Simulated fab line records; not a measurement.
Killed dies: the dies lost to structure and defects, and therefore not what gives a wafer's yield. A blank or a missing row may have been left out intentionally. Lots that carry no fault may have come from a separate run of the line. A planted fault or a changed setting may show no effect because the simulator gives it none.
Which tool was responsible? :: flow sky130 :: 11 lots with 33 wafers sampled at 5 steps, on a route of 708 steps

== WHAT EACH GAUGE READ, for each wafer ==
SKY_NWELL_THK_MEAS_02.
lot: L646
measured: day 2 14:37
on: film_metro-02
NWELL_OXIDATION_THK (nm): 10.18 10.06 10.09

lot: L647
measured: day 2 15:52
on: film_metro-02
NWELL_OXIDATION_THK (nm): 9.93 9.94 10.09

lot: L648
measured: day 2 22:25
on: film_metro-03
NWELL_OXIDATION_THK (nm): 10.19 10.02 10.33

lot: L651
measured: day 3 12:19
on: film_metro-01
NWELL_OXIDATION_THK (nm): 10.20 10.14 10.14

lot: L653
measured: day 4 02:23
on: film_metro-01
NWELL_OXIDATION_THK (nm): 9.93 9.86 10.00

lot: L658
measured: day 5 02:45
on: film_metro-02
NWELL_OXIDATION_THK (nm): 10.21 10.12 10.25

lot: L662
measured: day 5 23:14
on: film_metro-02
NWELL_OXIDATION_THK (nm): 10.14 10.10 9.95

lot: L665
measured: day 6 14:38
on: film_metro-03
NWELL_OXIDATION_THK (nm): 10.13 10.19 10.19

lot: L666
measured: day 6 20:53
on: film_metro-02
NWELL_OXIDATION_THK (nm): 10.12 10.27 10.14

lot: L667
measured: day 7 04:02
on: film_metro-01
NWELL_OXIDATION_THK (nm): 9.81 9.75 9.91

lot: L669
measured: day 7 12:25
on: film_metro-03
NWELL_OXIDATION_THK (nm): 10.02 9.91 10.04

SKY_NWELL_OVL_MEAS_10.
lot: L646
measured: day 4 15:01
on: overlay-02
NWELL_00_OVL (nm): 0.4 2.5 0.4

lot: L647
measured: day 4 17:14
on: overlay-01
NWELL_00_OVL (nm): -2.9 -2.0 -1.9

lot: L648
measured: day 5 00:08
on: overlay-01
NWELL_00_OVL (nm): -0.2 -0.6 -0.4

lot: L651
measured: day 5 15:44
on: overlay-01
NWELL_00_OVL (nm): -0.3 -1.1 -1.0

lot: L653
measured: day 6 07:47
on: overlay-01
NWELL_00_OVL (nm): 0.9 1.6 -0.7

lot: L658
measured: day 7 12:37
on: overlay-02
NWELL_00_OVL (nm): 1.6 0.7 0.6

lot: L662
measured: day 8 12:53
on: overlay-02
NWELL_00_OVL (nm): -0.2 -0.3 -1.0

lot: L665
measured: day 9 07:07
on: overlay-01
NWELL_00_OVL (nm): -0.8 0.1 0.4

lot: L666
measured: day 9 09:47
on: overlay-01
NWELL_00_OVL (nm): 0.0 0.2 1.6

lot: L667
measured: day 9 13:52
on: overlay-02
NWELL_00_OVL (nm): -0.8 1.1 0.4

lot: L669
measured: day 10 01:17
on: overlay-01
NWELL_00_OVL (nm): -0.9 -0.8 -0.6

SKY_VT_ADJUST_LVTN_OVL_MEAS_18.
lot: L646
measured: day 7 18:22
on: overlay-02
VT_ADJUST_LVTN_01_OVL (nm): 0.3 1.4 1.0

lot: L647
measured: day 7 22:41
on: overlay-01
VT_ADJUST_LVTN_01_OVL (nm): 2.6 2.1 -0.1

lot: L648
measured: day 8 12:11
on: overlay-02
VT_ADJUST_LVTN_01_OVL (nm): 2.5 3.9 2.0

lot: L651
measured: day 9 06:44
on: overlay-02
VT_ADJUST_LVTN_01_OVL (nm): 247.4 247.2 246.3 246.0 245.6 243.9

lot: L653
measured: day 9 14:35
on: overlay-01
VT_ADJUST_LVTN_01_OVL (nm): 244.8 246.8 246.0 243.3 244.7 243.9

lot: L658
measured: day 11 05:26
on: overlay-01
VT_ADJUST_LVTN_01_OVL (nm): 2.1 2.3 0.3

lot: L662
measured: day 12 04:41
on: overlay-02
VT_ADJUST_LVTN_01_OVL (nm): 1.3 1.0 1.1

lot: L665
measured: day 13 00:02
on: overlay-01
VT_ADJUST_LVTN_01_OVL (nm): 1.6 2.5 1.6

lot: L666
measured: day 13 03:58
on: overlay-01
VT_ADJUST_LVTN_01_OVL (nm): 1.2 -0.6 -0.1

lot: L667
measured: day 13 10:44
on: overlay-01
VT_ADJUST_LVTN_01_OVL (nm): 0.5 1.7 3.0

lot: L669
measured: day 13 23:17
on: overlay-01
VT_ADJUST_LVTN_01_OVL (nm): 2.5 3.0 1.8

== TOOL THAT RAN EACH LOT (tool first, then ch and the chambers of the sampled wafers, then the start) ==
lot: L646
SKY_FIELD_ISO_STRIP_16: plasma_asher-04 ch 0,1, day 2 05:48
SKY_VT_ADJUST_LVTN_EXPOSE_15: iline_stepper-01 ch 0, day 7 09:05

lot: L647
SKY_FIELD_ISO_STRIP_16: plasma_asher-02 ch 0,1, day 2 09:51
SKY_VT_ADJUST_LVTN_EXPOSE_15: iline_stepper-01 ch 0, day 7 12:27

lot: L648
SKY_FIELD_ISO_STRIP_16: plasma_asher-03 ch 0,1, day 2 15:18
SKY_VT_ADJUST_LVTN_EXPOSE_15: iline_stepper-02 ch 0, day 7 19:19

lot: L651
SKY_FIELD_ISO_STRIP_16: plasma_asher-04 ch 0,1, day 3 06:39
SKY_VT_ADJUST_LVTN_EXPOSE_15: iline_stepper-01 ch 0, day 8 19:13

lot: L653
SKY_FIELD_ISO_STRIP_16: plasma_asher-03 ch 0, day 3 17:41
SKY_VT_ADJUST_LVTN_EXPOSE_15: iline_stepper-01 ch 0, day 9 05:15

lot: L658
SKY_FIELD_ISO_STRIP_16: plasma_asher-04 ch 0,1, day 4 19:57
SKY_VT_ADJUST_LVTN_EXPOSE_15: iline_stepper-02 ch 0, day 10 18:00

lot: L662
SKY_FIELD_ISO_STRIP_16: plasma_asher-02 ch 0,1, day 5 16:16
SKY_VT_ADJUST_LVTN_EXPOSE_15: iline_stepper-02 ch 0, day 11 17:08

lot: L665
SKY_FIELD_ISO_STRIP_16: plasma_asher-03 ch 0,1, day 6 09:02
SKY_VT_ADJUST_LVTN_EXPOSE_15: iline_stepper-02 ch 0, day 12 11:42

lot: L666
SKY_FIELD_ISO_STRIP_16: plasma_asher-04 ch 0,1, day 6 13:09
SKY_VT_ADJUST_LVTN_EXPOSE_15: iline_stepper-02 ch 0, day 12 15:12

lot: L667
SKY_FIELD_ISO_STRIP_16: plasma_asher-02 ch 0,1, day 6 18:59
SKY_VT_ADJUST_LVTN_EXPOSE_15: iline_stepper-02 ch 0, day 12 22:28

lot: L669
SKY_FIELD_ISO_STRIP_16: plasma_asher-02 ch 0,1, day 7 03:45
SKY_VT_ADJUST_LVTN_EXPOSE_15: iline_stepper-02 ch 0, day 13 11:13
- SKY_FIELD_ISO_STRIP_16: strips in O2/N2.
- SKY_VT_ADJUST_LVTN_EXPOSE_15: exposes mask HVN STD DERIVED, target cd 600 nm.

== AS READ BY THE TOOLS THEMSELVES (means over the sampled wafers that have a number; for cases with no such wafer, the mark the record gives instead) ==
SKY_FIELD_ISO_STRIP_16.
lot: L646
tool: plasma_asher-04
drypump_motor_current_A (A): 5.9
oes_product_au (a.u.): 0.375
strip_time_to_endpoint_s (s): 3.53

lot: L647
tool: plasma_asher-02
drypump_motor_current_A (A): 5.9
oes_product_au (a.u.): 0.377
strip_time_to_endpoint_s (s): 3.56

lot: L648
tool: plasma_asher-03
drypump_motor_current_A (A): 5.6
oes_product_au (a.u.): 0.372
strip_time_to_endpoint_s (s): 3.48

lot: L651
tool: plasma_asher-04
drypump_motor_current_A (A): 5.3
oes_product_au (a.u.): 0.375
strip_time_to_endpoint_s (s): 3.57

lot: L653
tool: plasma_asher-03
drypump_motor_current_A (A): 5.8
oes_product_au (a.u.): 0.378
strip_time_to_endpoint_s (s): 3.50

lot: L658
tool: plasma_asher-04
drypump_motor_current_A (A): 5.3
oes_product_au (a.u.): 0.377
strip_time_to_endpoint_s (s): 3.50

lot: L662
tool: plasma_asher-02
drypump_motor_current_A (A): 5.5
oes_product_au (a.u.): 0.377
strip_time_to_endpoint_s (s): 3.52

lot: L665
tool: plasma_asher-03
drypump_motor_current_A (A): 5.6
oes_product_au (a.u.): 0.376
strip_time_to_endpoint_s (s): 3.51

lot: L666
tool: plasma_asher-04
drypump_motor_current_A (A): 5.9
oes_product_au (a.u.): 0.378
strip_time_to_endpoint_s (s): 3.50

lot: L667
tool: plasma_asher-02
drypump_motor_current_A (A): 5.5
oes_product_au (a.u.): 0.378
strip_time_to_endpoint_s (s): 3.48

lot: L669
tool: plasma_asher-02
drypump_motor_current_A (A): 5.9
oes_product_au (a.u.): 0.373
strip_time_to_endpoint_s (s): 3.50

== THE ANSWER, worked out from the rows above alone ==
Rule: the usual values come from the lots themselves. Put in order of their means at a reading, lots are off if they are a third of the lots or fewer, leave a main group of 4 or more, and stand apart from it by a gap of 3 or more times the standard deviation of the main group's means; of several such gaps the widest counts. If all means in a main group match to the digits the tables above print for the reading, that group is not used. Also off: a lot with no number at a reading for which 4 or more lots have one. Where the step has rows for the other lots, those lots are counted as sound. The gauges are gone through in route order, then the tools' own readings, and for those a lot's mean is taken as printed above. The first step at which some lot is off is used, and at that step the reading that is off furthest; a lot without a number counts as furthest.
Off: L651, L653, seen at SKY_VT_ADJUST_LVTN_OVL_MEAS_18 (VT_ADJUST_LVTN_01_OVL). The main group has a mean of 1.6 nm with a standard deviation of 0.75.
If a tool, at a process step before that reading, ran all the lots that are off and no sound lot after the first of them, it fits. Gauges at SKY_VT_ADJUST_LVTN_OVL_MEAS_18: tried the same way as those tools. One fits: SKY_VT_ADJUST_LVTN_EXPOSE_15 on iline_stepper-01. A fault onset in the window from L647 (day 7 12:27, its last sound lot) to L651 (day 8 19:13, its first lot off) fits.

== WHAT THE SIMULATOR HAD PUT IN ==
Scanner matching overlay: iline_stepper-01, from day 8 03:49 on, at SKY_VT_ADJUST_LVTN_EXPOSE_15. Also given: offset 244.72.
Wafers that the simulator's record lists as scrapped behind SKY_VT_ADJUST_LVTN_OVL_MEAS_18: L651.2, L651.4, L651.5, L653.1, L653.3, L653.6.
Lots struck among those shown: L651, L653. The rule above found the same.
